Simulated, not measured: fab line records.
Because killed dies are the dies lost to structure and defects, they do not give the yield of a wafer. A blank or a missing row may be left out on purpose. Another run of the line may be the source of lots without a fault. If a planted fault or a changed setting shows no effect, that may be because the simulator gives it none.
One fault seen from 2 desks -- flow sky130 -- each desk has only its own numbers; what lay behind them comes last

FROM THE METROLOGY DESK
Lot by lot, what the gauges showed, no matter which tool ran the lot: averages of those sampled wafers that carry a number. If a lot's mean is further than 4 standard deviations from the usual mean, the lot is out of limits and carries the mark OUT (the distance appears in the brackets).
Columns: A = VIA2_W_THK at SKY_VIA2_THK_MEAS_23, usual 409 nm; B = CAPM_CVD_00_THK at SKY_CAPM_THK_MEAS_01, usual 15.48 nm
lot,first seen here,A,B
L958,day 36 12:09,411,15.52
L960,day 37 13:34,408,15.69
L962,day 37 20:04,409,15.50
L964,day 38 04:11,412,15.44
L965,day 38 20:14,408,15.27
L970,day 40 10:34,408,15.58
L972,day 41 02:16,398,15.37
L974,day 41 14:46,402,15.68
L978,day 42 10:01,414,15.07
L977,day 42 11:47,409,15.42
L980,day 44 03:20,410,15.49
L981,day 44 05:06,413,15.57
Result from this desk: across the 12 lots, nothing is out of limits.

AT THE TOOL OWNER'S DESK: rie-diel-02
The tool's own readings at SKY_METAL3_ETCH_17 (etches SiO2 in C4F8/O2/Ar, stops on TiN, time 3.9 s, target depth 15 nm): means of the sampled wafers that have a number, for each lot that ran on this tool. If a lot's mean is further than 4 standard deviations from the usual mean, the lot is out of limits and carries the mark OUT (the distance appears in the brackets).
Columns: A = oes-product-au at SKY_METAL3_ETCH_17, usual 0.753 a.u.; B = rf-fwd-power-W at SKY_METAL3_ETCH_17, usual 1470 W
lot,first seen here,A,B
L964,day 40 08:13,0.750,1477
L972,day 43 02:38,0.751,1710 (+29) OUT
L974,day 43 14:47,0.758,1714 (+30) OUT
This desk finds L972, L974 out of limits, L972 being first, at day 43 02:38 (rf-fwd-power-W at SKY_METAL3_ETCH_17). Within limits: L964.

ALL TOGETHER
An alarm could have come from the tool owner's desk at day 43 02:38, on L972, L974.
At the metrology desk, nothing out of limits was observed.
The metrology desk holds a record of L972, L974, inside its limits.
The lots listed all ran SKY_METAL3_ETCH_17 on rie-diel-02.

WHAT THE SIMULATOR HAD INSERTED
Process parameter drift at SKY_METAL3_ETCH_17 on rie-diel-02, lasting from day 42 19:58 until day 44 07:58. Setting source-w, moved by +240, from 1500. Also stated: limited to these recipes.
Struck lots among those shown: L972, L974.
Hours from the fault's start to each desk's first reading out of limits: the tool owner's desk, 7.
